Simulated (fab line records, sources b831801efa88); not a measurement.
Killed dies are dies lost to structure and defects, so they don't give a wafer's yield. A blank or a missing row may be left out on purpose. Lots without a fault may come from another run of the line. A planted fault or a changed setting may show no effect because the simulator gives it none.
Which tool did it? | flow sky130 | 6 lots, 18 wafers sampled, at 2 steps of a route of 708

WHAT THE GAUGES READ, wafer by wafer
SKY_VIA4_OVL_MEAS_11.
lot  | measured     | on         | VIA4_OVL (nm)
L581 | day 43 15:11 | overlay-02 | -0.2 0.6 -0.8
L588 | day 45 06:41 | overlay-01 | -0.9 -1.9 0.0
L589 | day 46 01:07 | overlay-01 | 2.0 -1.2 -0.7
L597 | day 47 11:33 | overlay-02 | 1.8 -1.5 -0.1
L600 | day 48 04:08 | overlay-01 | -0.5 1.0 -1.0
L602 | day 48 22:51 | overlay-01 | 1.3 -0.1 2.1

WHICH TOOL RAN EACH LOT (tool, then ch and the chambers of the sampled wafers, then the start)
lot  | SKY_VIA1_ETCH_14
L581 | rie_diel-01 ch 1,2,3, day 34 22:51
L588 | rie_diel-02 ch 1,2, day 37 00:06
L589 | rie_diel-01 ch 0,1,2, day 37 19:04
L597 | rie_diel-04 ch 0,1, day 39 16:22
L600 | rie_diel-04 ch 0,3, day 40 08:07
L602 | rie_diel-02 ch 1,2,3, day 41 07:06
- SKY_VIA1_ETCH_14: etches BARC in N2/H2, stops on SiO2, time 45.9 s, target depth 60 nm.

THE ANSWER, worked out from the rows above alone
Rule: what is usual is taken from the lots themselves. Put in order of their means at a reading, lots are off if they are a third of the lots or fewer, leave a main group of 4 or more, and stand apart from it by a gap of 3 or more times the standard deviation of the main group's means; of several such gaps the widest counts. A main group whose means are all the same, to the digits that the tables above print for the reading, isn't used. A lot without any number at a reading at which 4 lots or more have one is off too. The other lots that the step has rows for count as sound.
No lot is off at any reading shown: from this, nothing can be told.

WHAT THE SIMULATOR HAD PUT IN
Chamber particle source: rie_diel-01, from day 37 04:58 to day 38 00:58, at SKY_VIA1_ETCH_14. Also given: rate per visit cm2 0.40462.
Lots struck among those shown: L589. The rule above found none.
